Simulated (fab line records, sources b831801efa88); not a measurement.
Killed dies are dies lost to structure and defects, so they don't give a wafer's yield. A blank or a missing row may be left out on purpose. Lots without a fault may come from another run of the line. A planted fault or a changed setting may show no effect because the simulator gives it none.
Which tool did it? | flow sky130 | 12 lots, 36 wafers sampled, at 4 steps of a route of 708

WHAT THE GAUGES READ, wafer by wafer
SKY_LDD_N_OVL_MEAS_07.
lot  | measured     | on         | LDD_N_OVL (nm)
L893 | day 17 14:47 | overlay-01 | -0.3 0.2 0.6
L894 | day 17 21:00 | overlay-01 | -1.9 -0.3 -2.6
L896 | day 18 17:44 | overlay-01 | -2.7 -1.7 -2.0
L897 | day 19 06:19 | overlay-02 | 1.3 -2.3 0.8
L902 | day 21 01:48 | overlay-02 | -0.5 -1.4 -1.1
L903 | day 21 10:14 | overlay-02 | -1.1 -1.4 -1.4
L905 | day 22 08:38 | overlay-02 | 0.5 2.2 2.3
L906 | day 22 23:11 | overlay-02 | 1.6 2.5 3.0
L909 | day 23 13:08 | overlay-01 | 2.5 -0.2 0.9
L914 | day 25 09:24 | overlay-01 | 1.3 0.6 4.6
L915 | day 25 20:26 | overlay-02 | -0.7 -0.4 -0.4
L916 | day 26 08:11 | overlay-02 | -0.4 -1.1 -2.3

SKY_LDD_LDN_TW_MEAS_13.
lot  | measured     | on            | LDD_LDN_TW
L893 | day 22 19:07 | film_metro-04 | 1487 1489 1481
L894 | day 23 00:50 | film_metro-01 | 1495 1501 1498
L896 | day 23 22:16 | film_metro-01 | 1500 1500 1501
L897 | day 24 09:35 | film_metro-04 | 1486 1491 1480
L902 | day 26 03:31 | film_metro-01 | 1496 1495 1490
L903 | day 26 12:05 | film_metro-04 | 1488 1494 1494
L905 | day 27 09:15 | film_metro-01 | 1511 1501 1498
L906 | day 27 23:18 | film_metro-02 | 1424 1429 1424
L909 | day 28 12:37 | film_metro-02 | 1427 1423 1427
L914 | day 30 08:52 | film_metro-01 | 1501 1494 1510
L915 | day 30 17:17 | film_metro-01 | 1501 1499 1510
L916 | day 31 05:10 | film_metro-01 | 1492 1503 1494

SKY_POLY_CUT_CD_MEAS_08: target cd 270 nm.
lot  | measured     | on        | cd_nm (nm)
L893 | day 24 03:36 | cd_sem-01 | 268.8 268.4 269.1
L894 | day 24 08:01 | cd_sem-02 | 270.4 270.3 268.3
L896 | day 25 05:47 | cd_sem-02 | 270.9 268.9 269.9
L897 | day 25 16:42 | cd_sem-01 | 271.1 271.3 270.6
L902 | day 27 11:21 | cd_sem-01 | 270.3 269.3 269.8
L903 | day 27 19:29 | cd_sem-01 | 269.5 267.9 268.0
L905 | day 28 15:01 | cd_sem-01 | 271.5 271.2 272.7
L906 | day 29 05:51 | cd_sem-01 | 268.7 268.9 269.0
L909 | day 29 20:17 | cd_sem-01 | 268.7 269.6 269.1
L914 | day 31 14:40 | cd_sem-02 | 270.5 270.2 269.1
L915 | day 31 22:19 | cd_sem-02 | 267.6 269.1 268.9
L916 | day 32 11:17 | cd_sem-01 | 271.8 271.9 272.7

WHICH TOOL RAN EACH LOT (tool, then ch and the chambers of the sampled wafers, then the start)
lot  | SKY_LDD_LDN_IMPLANT_11
L893 | implanter-03 ch 0, day 22 18:52
L894 | implanter-03 ch 0, day 23 00:37
L896 | implanter-03 ch 0, day 23 22:01
L897 | implanter-02 ch 0, day 24 09:21
L902 | implanter-04 ch 0, day 26 03:16
L903 | implanter-03 ch 0, day 26 11:50
L905 | implanter-04 ch 0, day 27 09:01
L906 | implanter-03 ch 0, day 27 23:04
L909 | implanter-03 ch 0, day 28 12:22
L914 | implanter-02 ch 0, day 30 08:40
L915 | implanter-04 ch 0, day 30 17:03
L916 | implanter-03 ch 0, day 31 04:55
- SKY_LDD_LDN_IMPLANT_11

WHAT THE TOOLS THEMSELVES READ (means of the sampled wafers that have a number; where no wafer has one, the mark that the record gives instead)
SKY_LDD_LDN_IMPLANT_11.
lot  | tool         | dose_ions_cm2 | faraday_current_uA
L893 | implanter-03 | 1.2482e+13    | 69.1
L894 | implanter-03 | 1.2485e+13    | 69.7
L896 | implanter-03 | 1.2510e+13    | 70.1
L897 | implanter-02 | 1.2489e+13    | 70.2
L902 | implanter-04 | 1.2489e+13    | 70.5
L903 | implanter-03 | 1.2498e+13    | 70.4
L905 | implanter-04 | 1.2494e+13    | 70.4
L906 | implanter-03 | 7.6790e+12    | 43.0
L909 | implanter-03 | 7.7033e+12    | 43.5
L914 | implanter-02 | 1.2501e+13    | 69.1
L915 | implanter-04 | 1.2490e+13    | 71.4
L916 | implanter-03 | 1.2500e+13    | 71.3

THE ANSWER, worked out from the rows above alone
Rule: what is usual is taken from the lots themselves. Put in order of their means at a reading, lots are off if they are a third of the lots or fewer, leave a main group of 4 or more, and stand apart from it by a gap of 3 or more times the standard deviation of the main group's means; of several such gaps the widest counts. A main group whose means are all the same, to the digits that the tables above print for the reading, isn't used. A lot without any number at a reading at which 4 lots or more have one is off too. The other lots that the step has rows for count as sound. The gauges are gone through in route order, then the tools' own readings, and for those a lot's mean is taken as printed above. The first step at which some lot is off is used, and at that step the reading that is off furthest; a lot without a number counts as furthest.
Off: L906, L909, at SKY_LDD_LDN_TW_MEAS_13 (LDD_LDN_TW). The main group: mean 1496, standard deviation 6.3.
A tool fits if, at a process step before that reading, it ran every lot that is off, and no sound lot after the first of them. The gauges at SKY_LDD_LDN_TW_MEAS_13 aren't tried: what is off there is off at SKY_LDD_LDN_IMPLANT_11 too, on other tools, and a gauge's error can't cause that. None of those tried fits.

WHAT THE SIMULATOR HAD PUT IN
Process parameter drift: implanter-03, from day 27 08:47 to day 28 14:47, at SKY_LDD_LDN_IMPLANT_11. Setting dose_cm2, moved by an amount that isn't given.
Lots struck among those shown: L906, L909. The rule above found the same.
